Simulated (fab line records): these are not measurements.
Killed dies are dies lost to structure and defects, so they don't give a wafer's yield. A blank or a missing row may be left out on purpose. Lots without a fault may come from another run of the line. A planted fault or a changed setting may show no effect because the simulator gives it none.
Which of the tools did it? -- flow gf180mcu -- 18 wafers from 6 lots sampled at 5 of the route's 602 steps

## WHAT THE GAUGES READ, wafer by wafer
GF_PSD_RS_MEAS_15: a four-point-probe measurement.
lot,measured,on,PSD_RS (ohm/sq)
L782,day 15 08:13,film-metro-02,108.40 108.80 108.56
L786,day 16 19:41,film-metro-01,108.27 108.76 108.45
L788,day 17 08:23,film-metro-04,108.19 108.47 108.41
L796,day 20 09:10,film-metro-01,109.77 109.40 109.73
L800,day 21 14:02,film-metro-02,108.46 108.40 108.49
L802,day 22 13:26,film-metro-02,108.60 108.20 108.31

## WHICH TOOL RAN EACH LOT (tool, then ch and the chambers of the sampled wafers, then the start)
lot,GF_HV_LDD_STRIP_22,GF_HV_LDD_RTA_52,GF_PSD_IMPLANT_09,GF_PSD_STRIP_10
L782,"plasma-asher-01 ch 0,1, day 11 18:17","rtp-anneal-01 ch 0, day 13 10:55","implanter-01 ch 0, day 15 07:40","plasma-asher-02 ch 0,1, day 15 07:49"
L786,"plasma-asher-04 ch 0,1, day 13 01:38","rtp-anneal-01 ch 0, day 14 20:10","implanter-02 ch 0, day 16 19:08","plasma-asher-01 ch 0,1, day 16 19:15"
L788,"plasma-asher-01 ch 0,1, day 13 12:17","rtp-anneal-01 ch 0, day 15 07:05","implanter-01 ch 0, day 17 07:50","plasma-asher-02 ch 0,1, day 17 07:56"
L796,"plasma-asher-04 ch 0,1, day 16 06:43","rtp-anneal-01 ch 0, day 18 04:46","implanter-02 ch 0, day 20 08:37","plasma-asher-02 ch 0,1, day 20 08:44"
L800,"plasma-asher-04 ch 1, day 17 09:09","rtp-anneal-02 ch 0, day 19 09:43","implanter-04 ch 0, day 21 13:26","plasma-asher-01 ch 0,1, day 21 13:33"
L802,"plasma-asher-04 ch 0,1, day 18 08:09","rtp-anneal-02 ch 0, day 20 09:57","implanter-04 ch 0, day 22 12:52","plasma-asher-01 ch 0,1, day 22 12:59"
- GF_HV_LDD_STRIP_22: strips in O2/N2.
- GF_HV_LDD_RTA_52: time 10 s.
- GF_PSD_IMPLANT_09
- GF_PSD_STRIP_10: strips in O2/N2.

## THE ANSWER, worked out from the rows above alone
Rule: what is usual is taken from the lots themselves. Put in order of their means at a reading, lots are off if they are a third of the lots or fewer, leave a main group of 4 or more, and stand apart from it by a gap of 3 or more times the standard deviation of the main group's means; of several such gaps the widest counts. If all means in a main group match to the digits the tables above print for the reading, that group is not used. Also off: a lot with no number at a reading for which 4 or more lots have one. The other lots that the step has rows for count as sound.
Off: L796, seen at GF_PSD_RS_MEAS_15 (PSD_RS). For the main group the mean is 108.45 ohm/sq and the standard deviation 0.084.
If a tool, at a process step before that reading, ran all the lots that are off and no sound lot after the first of them, it fits. The gauges at GF_PSD_RS_MEAS_15 are tried like those tools. Can't be told from this: 4 tools fit, rtp-anneal-01 at GF_HV_LDD_RTA_52, implanter-02 at GF_PSD_IMPLANT_09, plasma-asher-02 at GF_PSD_STRIP_10, film-metro-01 at GF_PSD_RS_MEAS_15.

## WHAT THE SIMULATOR PUT IN
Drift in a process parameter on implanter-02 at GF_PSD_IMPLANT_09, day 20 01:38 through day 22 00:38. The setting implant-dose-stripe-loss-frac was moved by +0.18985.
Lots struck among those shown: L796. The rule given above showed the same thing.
